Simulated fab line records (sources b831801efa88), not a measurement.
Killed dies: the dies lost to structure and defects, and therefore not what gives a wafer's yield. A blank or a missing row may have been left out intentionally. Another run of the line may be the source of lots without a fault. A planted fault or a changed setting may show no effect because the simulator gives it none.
Which tool did it?	flow gf180mcu	route of 602 steps, sampled at 1 step: 6 lots, 18 wafers

WHAT THE GAUGES READ, wafer by wafer
GF_V4_CD_MEAS_14: the cd target is 260 nm.
lot	measured	on	cd-nm (nm)
L231	day 25 18:30	cd-sem-01	260.4 259.4 260.3
L234	day 26 12:43	cd-sem-01	260.3 260.9 260.3
L243	day 29 09:07	cd-sem-01	259.2 260.1 259.2
L245	day 29 23:15	cd-sem-02	259.8 260.7 259.3
L248	day 30 17:27	cd-sem-01	261.5 261.2 261.9
L250	day 31 09:10	cd-sem-02	262.0 261.0 261.2

WHICH TOOL RAN EACH LOT (tool, then ch and the chambers of the sampled wafers, then the start)
There is no process step in the record ahead of these readings.

THE ANSWER, worked out from the rows above alone
Rule: the lots themselves supply what counts as usual. The widest of any qualifying gaps counts: lots, ordered by their means at a reading, are off when they make up no more than a third of the lots, leave a main group of 4 or more, and stand apart from it by 3 or more times the standard deviation of that group's means. The tables above print the reading to a certain number of digits; a main group whose means all agree to those digits is not used. Also off: a lot with no number at a reading for which 4 or more lots have one. Any other lot the step has rows for is counted as sound.
Across all readings shown, no lot is off: no conclusion can be drawn from this.

WHAT THE SIMULATOR PUT IN
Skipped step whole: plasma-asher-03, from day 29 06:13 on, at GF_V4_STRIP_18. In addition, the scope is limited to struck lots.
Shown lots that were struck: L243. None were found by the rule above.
